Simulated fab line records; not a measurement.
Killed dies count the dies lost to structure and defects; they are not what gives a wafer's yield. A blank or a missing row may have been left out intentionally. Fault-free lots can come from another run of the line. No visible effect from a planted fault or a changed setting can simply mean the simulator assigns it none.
fab line records	flow gf180mcu
[record] lots = 11	wafers = 33	last_day = 34
route steps=602 shown V1@356 M2@367
lots that met no fault: taken from a fault-free run of the same line
start_h: start of the lot's first displayed wafer, in hours after the record's first day	wait_h: hours elapsed since this lot's preceding step	" as in the row above	L1.1+2: several wafers, shown together as one row	- no value, or no start was given	* or withheld: withheld	< > ~ a bound
route shown NAME@n: names a module that has steps shown in the file, with the first one's number in the route	usual: the fault-free wafers' mean and standard deviation	same: alike in all rows	chamber/n: place in a boat	sites: the reading at each site	_std_site: their standard deviation	_edge_site: mean of outer sites minus mean of inner sites	radius_mm: how far each site lies from the wafer's centre	mask NAME#n: copy n	behind: the last tool/chamber to shape the wafer	hold: why the lot was held/for how many hours/how that ended	device: names the non-switching transistor (n, p or np)	end of line: tests run on the same wafers once the route is complete	a step with no rows: only its recipe	killed: not the wafer's yield, but the dies lost to structure and defects at the first sort	map: shows each die of a wafer: x if killed, . if not, _ if none is there
set.NAME: the setting the step ran with; set.NAME@STEP: the setting that earlier step ran with	model.NAME: the simulator's own value behind a step, which no gauge read
a sample of lots followed through the steps of the route, with each step as a table and each wafer as a row
services: from which hour (start_h, from the record's first day; less than 0 if before it) a tool's chamber was out of use, for how many hours, and why
[[steps]]
[step GF_V1_SPUTTER_21]
[recipe] material = Ti	target_thk_nm = 15	chamber_pressure_pa = 5	power_w = 2500	substrate_temp_c = 200	time_s = 80.02
[usual] throttle_valve_pct = 30.6/1.5
lot.wafer	tool	chamber	start_h	wait_h	throttle_valve_pct
L711.3	pvd_sputter-01	-	407.97	0.0	29.3
L711.4	"	-	"	"	32.2
L711.6	"	-	"	"	31.4
L713.1	pvd_sputter-02	-	426.32	0.0	32.3
L713.5	"	-	"	"	31.2
L713.6	"	-	"	"	31.7
L714.1	pvd_sputter-02	-	436.13	0.0	31.1
L714.3	"	-	"	"	32.1
L714.4	"	-	"	"	27.9
L721.2	pvd_sputter-02	-	504.97	0.0	31.6
L721.4	"	-	"	"	31.7
L721.5	"	-	"	"	31.6
L722.1	pvd_sputter-02	-	511.97	0.0	31.8
L722.3	"	-	"	"	31.4
L722.6	"	-	"	"	27.7
L726.3	pvd_sputter-02	-	543.71	0.0	27.9
L726.4	"	-	"	"	31.5
L726.6	"	-	"	"	31.9
L727.1	pvd_sputter-03	-	550.22	0.0	30.2
L727.2	"	-	"	"	28.8
L727.5	"	-	"	"	30.6
L728.2	pvd_sputter-02	-	561.04	0.0	32.0
L728.3	"	-	"	"	27.8
L728.6	"	-	"	"	27.7
L731.1	pvd_sputter-01	-	579.32	0.0	32.5
L731.2	"	-	"	"	31.5
L731.6	"	-	"	"	31.3
L733.2	pvd_sputter-02	-	594.08	0.0	31.2
L733.3	"	-	"	"	31.7
L733.6	"	-	"	"	27.7
L734.1	pvd_sputter-01	-	611.07	0.0	32.1
L734.3	"	-	"	"	29.4
L734.5	"	-	"	"	31.4
[step GF_V1_SPUTTER_22]
[recipe] material = TiN	target_thk_nm = 10	chamber_pressure_pa = 5	power_w = 4000	time_s = 40
[usual] throttle_valve_pct = 30.6/1.5
lot.wafer	tool	chamber	start_h	wait_h	throttle_valve_pct
L711.3	pvd_sputter-01	-	408.03	0.0	29.3
L711.4	"	-	"	"	32.3
L711.6	"	-	"	"	31.4
L713.1	pvd_sputter-02	-	426.38	0.0	31.9
L713.5	"	-	"	"	31.4
L713.6	"	-	"	"	32.0
L714.1	pvd_sputter-02	-	436.19	0.0	31.0
L714.3	"	-	"	"	32.2
L714.4	"	-	"	"	27.8
L721.2	pvd_sputter-02	-	505.03	0.0	31.1
L721.4	"	-	"	"	31.6
L721.5	"	-	"	"	31.7
L722.1	pvd_sputter-02	-	512.03	0.0	31.8
L722.3	"	-	"	"	31.3
L722.6	"	-	"	"	28.0
L726.3	pvd_sputter-02	-	543.77	0.0	27.6
L726.4	"	-	"	"	31.4
L726.6	"	-	"	"	31.9
L727.1	pvd_sputter-03	-	550.28	0.0	30.4
L727.2	"	-	"	"	28.7
L727.5	"	-	"	"	30.6
L728.2	pvd_sputter-02	-	561.10	0.0	32.1
L728.3	"	-	"	"	27.6
L728.6	"	-	"	"	27.8
L731.1	pvd_sputter-01	-	579.38	0.0	32.1
L731.2	"	-	"	"	31.4
L731.6	"	-	"	"	31.7
L733.2	pvd_sputter-02	-	594.14	0.0	31.1
L733.3	"	-	"	"	31.5
L733.6	"	-	"	"	27.9
L734.1	pvd_sputter-01	-	611.14	0.0	32.1
L734.3	"	-	"	"	29.2
L734.5	"	-	"	"	31.5
[step GF_V1_CVD_23]
[recipe] material = W	target_thk_nm = 350	time_s = 105.05	temp_c = 400	pressure_torr = 40
[usual] heater_power_outer_w = 470/25	heater_power_w = 782/44
lot.wafer	tool	chamber	start_h	wait_h	heater_power_outer_w	heater_power_w
L711.3	cvd_w-02	0	408.11	0.1	434	721
L711.4	"	1	"	"	480	824
L711.6	"	0	"	"	420	722
L713.1	cvd_w-01	0	426.42	0.0	495	742
L713.5	"	0	"	"	482	722
L713.6	"	1	"	"	459	822
L714.1	cvd_w-02	1	436.23	0.0	476	827
L714.3	"	1	"	"	487	828
L714.4	"	0	"	"	435	745
L721.2	cvd_w-02	0	505.07	0.0	424	711
L721.4	"	0	"	"	421	724
L721.5	"	1	"	"	486	822
L722.1	cvd_w-01	1	512.07	0.0	461	832
L722.3	"	1	"	"	476	819
L722.6	"	0	"	"	482	742
L726.3	cvd_w-01	0	543.84	0.1	491	744
L726.4	"	1	"	"	463	821
L726.6	"	1	"	"	454	836
L727.1	cvd_w-02	0	550.32	0.0	442	711
L727.2	"	1	"	"	487	833
L727.5	"	0	"	"	446	707
L728.2	cvd_w-01	0	561.14	0.0	499	740
L728.3	"	0	"	"	493	744
L728.6	"	0	"	"	496	735
L731.1	cvd_w-02	0	579.42	0.0	434	745
L731.2	"	1	"	"	497	814
L731.6	"	1	"	"	493	805
L733.2	cvd_w-02	1	594.18	0.0	476	820
L733.3	"	0	"	"	426	736
L733.6	"	0	"	"	429	773
L734.1	cvd_w-01	1	611.17	0.0	468	837
L734.3	"	1	"	"	471	823
L734.5	"	1	"	"	474	831
[step GF_V1_RS_MEAS_24]
[recipe] thk_meas_gauge = four-point-probe	reads = W_of_V1_CVD_23+TiN_of_V1_SPUTTER_22+Ti_of_V1_SPUTTER_21
[usual] V1_W_RS = 0.3269/0.003
lot.wafer	tool	chamber	start_h	wait_h	hold	V1_W_RS[ohm/sq]
L711.3	film_metro-04	-	408.23	0.1	-	0.3326
L711.4	"	-	"	"	-	0.3266
L711.6	"	-	"	"	-	0.3292
L713.1	film_metro-01	-	426.54	0.1	-	0.3311
L713.5	"	-	"	"	-	0.3299
L713.6	"	-	"	"	-	0.3247
L714.1	film_metro-02	-	436.34	0.1	-	0.3266
L714.3	"	-	"	"	-	0.3221
L714.4	"	-	"	"	-	0.3318
L721.2	film_metro-02	-	505.20	0.1	-	0.3307
L721.4	"	-	"	"	-	0.3305
L721.5	"	-	"	"	-	0.3291
L722.1	film_metro-02	-	512.18	0.1	-	0.3252
L722.3	"	-	"	"	-	0.3247
L722.6	"	-	"	"	-	0.3274
L726.3	film_metro-02	-	543.96	0.1	await_dispo/0.2h/release	0.4248
L726.4	"	-	"	"	await_dispo/0.2h/release	0.4216
L726.6	"	-	"	"	await_dispo/0.2h/release	0.4267
L726.3	film_metro-02	-	544.25	0.3	-	0.4253
L726.4	"	-	"	"	-	0.4209
L726.6	"	-	"	"	-	0.4269
L727.1	film_metro-02	-	550.43	0.1	-	0.3286
L727.2	"	-	"	"	-	0.3233
L727.5	"	-	"	"	-	0.3254
L728.2	film_metro-01	-	561.27	0.1	await_dispo/0.2h/release	0.4215
L728.3	"	-	"	"	await_dispo/0.2h/release	0.4195
L728.6	"	-	"	"	await_dispo/0.2h/release	0.4214
L728.2	film_metro-01	-	561.56	0.3	-	0.4210
L728.3	"	-	"	"	-	0.4188
L728.6	"	-	"	"	-	0.4213
L731.1	film_metro-04	-	579.53	0.1	-	0.3332
L731.2	"	-	"	"	-	0.3282
L731.6	"	-	"	"	-	0.3261
L733.2	film_metro-04	-	594.31	0.1	-	0.3271
L733.3	"	-	"	"	-	0.3306
L733.6	"	-	"	"	-	0.3305
L734.1	film_metro-02	-	611.29	0.1	-	0.3277
L734.3	"	-	"	"	-	0.3266
L734.5	"	-	"	"	-	0.3278
[step GF_V1_THK_MEAS_25]
[recipe] thk_meas_gauge = xrf	reads = W_of_V1_CVD_23
[usual] V1_W_THK = 361/4.5
lot.wafer	tool	chamber	start_h	wait_h	hold	V1_W_THK[nm]
L711.3	film_metro-04	-	408.33	0.1	-	355
L711.4	"	-	"	"	-	363
L711.6	"	-	"	"	-	358
L713.1	film_metro-01	-	426.66	0.1	-	360
L713.5	"	-	"	"	-	360
L713.6	"	-	"	"	-	366
L714.1	film_metro-02	-	436.46	0.1	-	358
L714.3	"	-	"	"	-	365
L714.4	"	-	"	"	-	354
L721.2	film_metro-02	-	505.31	0.1	-	354
L721.4	"	-	"	"	-	357
L721.5	"	-	"	"	-	358
L722.1	film_metro-02	-	512.30	0.1	-	363
L722.3	"	-	"	"	-	362
L722.6	"	-	"	"	-	362
L726.3	film_metro-02	-	546.43	2.2	await_dispo/0.2h/release	278
L726.4	"	-	"	"	await_dispo/0.2h/release	280
L726.6	"	-	"	"	await_dispo/0.2h/release	277
L726.3	film_metro-02	-	546.66	0.2	-	276
L726.4	"	-	"	"	-	280
L726.6	"	-	"	"	-	277
L727.1	film_metro-02	-	550.55	0.1	-	360
L727.2	"	-	"	"	-	364
L727.5	"	-	"	"	-	362
L728.2	film_metro-01	-	562.82	1.2	await_dispo/0.2h/release	274
L728.3	"	-	"	"	await_dispo/0.2h/release	277
L728.6	"	-	"	"	await_dispo/0.2h/release	275
L728.2	film_metro-01	-	563.06	0.2	-	274
L728.3	"	-	"	"	-	278
L728.6	"	-	"	"	-	276
L731.1	film_metro-04	-	579.65	0.1	-	356
L731.2	"	-	"	"	-	363
L731.6	"	-	"	"	-	366
L733.2	film_metro-04	-	594.42	0.1	-	362
L733.3	"	-	"	"	-	360
L733.6	"	-	"	"	-	359
L734.1	film_metro-02	-	611.41	0.1	-	363
L734.3	"	-	"	"	-	365
L734.5	"	-	"	"	-	360
[step GF_V1_CMP_26]
[recipe] stop_on = SiO2	down_force_psi = 3.5	platen_rpm = 60	t_overpolish_s = 15	target_thk_nm = 0	pad_velocity_m_s = 0.94248
[usual] motor_current_A = 11.0/0.82	time_to_endpoint_s = 83/4.2
lot.wafer	tool	chamber	start_h	wait_h	hold	motor_current_A	time_to_endpoint_s
L711.3	cmp-02	1	408.42	0.1	-	12.4	78
L711.4	"	2	"	"	-	10.4	80
L711.6	"	0	"	"	-	11.3	91
L713.1	cmp-02	3	426.87	0.2	-	11.6	81
L713.6	"	0	"	"	-	12.0	89
L713.5	"	1	"	"	-	12.3	78
L714.1	cmp-01	3	436.57	0.1	-	10.8	85
L714.3	"	0	"	"	-	11.2	78
L714.4	"	1	"	"	-	9.9	84
L721.2	cmp-01	1	505.36	0.0	-	9.9	82
L721.4	"	3	"	"	-	11.0	84
L721.5	"	2	"	"	-	11.8	88
L722.1	cmp-02	3	512.41	0.1	-	12.0	84
L722.3	"	0	"	"	-	10.7	92
L722.6	"	2	"	"	-	10.4	86
L726.4	cmp-02	2	548.98	2.3	await_dispo/2.2h/release	10.8	65
L726.3	"	0	"	"	await_dispo/2.2h/release	12.5	71
L726.6	"	2	"	"	await_dispo/2.2h/release	10.8	67
L727.1	cmp-01	3	550.61	0.1	-	10.5	82
L727.2	"	1	"	"	-	9.7	85
L727.5	"	3	"	"	-	10.3	85
L728.2	cmp-01	2	566.94	3.9	await_dispo/3.7h/release	11.1	67
L728.3	"	3	"	"	await_dispo/3.7h/release	10.5	65
L728.6	"	1	"	"	await_dispo/3.7h/release	9.6	66
L731.2	cmp-01	1	579.71	0.0	-	9.7	83
L731.1	"	3	"	"	-	10.8	83
L731.6	"	1	"	"	-	10.1	81
L733.3	cmp-01	2	594.47	0.0	-	11.4	84
L733.2	"	0	"	"	-	11.0	76
L733.6	"	2	"	"	-	11.7	86
L734.1	cmp-02	1	611.57	0.1	-	12.9	84
L734.3	"	2	"	"	-	10.3	81
L734.5	"	3	"	"	-	11.4	83
[step GF_M2_RS_MEAS_05]
[recipe] thk_meas_gauge = four-point-probe	reads = TiN_of_M2_SPUTTER_04+Ti_of_M2_SPUTTER_03+AlCu_of_M2_SPUTTER_02+TiN_of_M2_SPUTTER_01+Ti_of_M2_SPUTTER_00
[usual] M2_ALCU_RS = 0.0694/0.00081
lot.wafer	tool	chamber	start_h	wait_h	M2_ALCU_RS[ohm/sq]
L711.3	film_metro-02	-	408.93	0.1	0.0684
L711.4	"	-	"	"	0.0683
L711.6	"	-	"	"	0.0687
L713.1	film_metro-02	-	427.24	0.0	0.0698
L713.5	"	-	"	"	0.0684
L713.6	"	-	"	"	0.0694
L714.1	film_metro-03	-	437.04	0.0	0.0682
L714.3	"	-	"	"	0.0692
L714.4	"	-	"	"	0.0685
L721.2	film_metro-02	-	505.90	0.0	0.0683
L721.4	"	-	"	"	0.0681
L721.5	"	-	"	"	0.0699
L722.1	film_metro-01	-	512.88	0.0	0.0692
L722.3	"	-	"	"	0.0684
L722.6	"	-	"	"	0.0685
L726.3	film_metro-02	-	549.49	0.1	0.0703
L726.4	"	-	"	"	0.0701
L726.6	"	-	"	"	0.0702
L727.1	film_metro-03	-	551.13	0.0	0.0696
L727.2	"	-	"	"	0.0686
L727.5	"	-	"	"	0.0685
L728.2	film_metro-01	-	567.47	0.0	0.0698
L728.3	"	-	"	"	0.0701
L728.6	"	-	"	"	0.0702
L731.1	film_metro-01	-	580.23	0.0	0.0705
L731.2	"	-	"	"	0.0691
L731.6	"	-	"	"	0.0702
L733.2	film_metro-01	-	595.01	0.0	0.0682
L733.3	"	-	"	"	0.0689
L733.6	"	-	"	"	0.0683
L734.1	film_metro-01	-	611.99	0.0	0.0703
L734.3	"	-	"	"	0.0703
L734.5	"	-	"	"	0.0708
[[services]]
tool	chamber	start_h	hours	kind
cvd_w-02	-	390.00	14.0	pm
cvd_w-02	0	390.00	14.0	vent_cycle
cvd_w-02	1	390.00	14.0	vent_cycle
cmp-01	-	393.35	3.1	pm
cmp-02	-	393.91	2.8	repair
pvd_sputter-01	-	397.23	3.1	repair
cvd_w-02	0	404.00	-	clean
cvd_w-02	1	404.00	-	clean
cmp-01	-	404.48	4.0	pm
cmp-01	-	408.48	-	consumable_replace:conditioner
cmp-01	-	408.48	-	consumable_replace:pad
pvd_sputter-01	-	409.27	2.7	repair
cmp-01	-	443.97	1.8	repair
cvd_w-01	-	459.14	2.5	repair
cmp-01	-	489.91	0.4	repair
pvd_sputter-03	-	494.08	28.4	repair
cmp-02	-	515.23	16.2	pm
cmp-02	-	532.15	1.1	repair
cmp-02	-	572.00	4.0	pm
cmp-01	-	576.19	0.4	repair
cvd_w-02	-	580.45	1.5	repair
cmp-01	-	600.94	1.0	repair
cmp-02	-	603.11	4.0	pm
pvd_sputter-02	-	611.47	2.0	repair
[[key]]
[first_sign] step = GF_V1_RS_MEAS_24	reading = visit	direction = added
[effect] step = GF_V1_RS_MEAS_24	reading = V1_W_RS	direction = up	sigmas = 32	usual = 0.3269	struck = 0.4226
[effect] step = GF_V1_THK_MEAS_25	reading = visit	direction = added
[effect] step = GF_V1_THK_MEAS_25	reading = V1_W_THK	direction = down	sigmas = 19	usual = 361	struck = 277
[effect] step = GF_V1_CMP_26	reading = time_to_endpoint_s	direction = down	sigmas = 3.8	usual = *	struck = *
met_at GF_V1_CVD_23
struck_lots L726,L728
not_acting_at GF_V1_SPUTTER_21,GF_V1_SPUTTER_22,GF_M2_RS_MEAS_05
onset_between 512.07 543.84
[fault] kind = process_parameter_drift	tool = cvd_w-01	chamber = -	onset_h = 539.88	steps = GF_V1_CVD_23	channel = target_thk_nm	offset = -78.289	shape = step	end_h = 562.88	acts_in = these_recipes_only	stated = 350
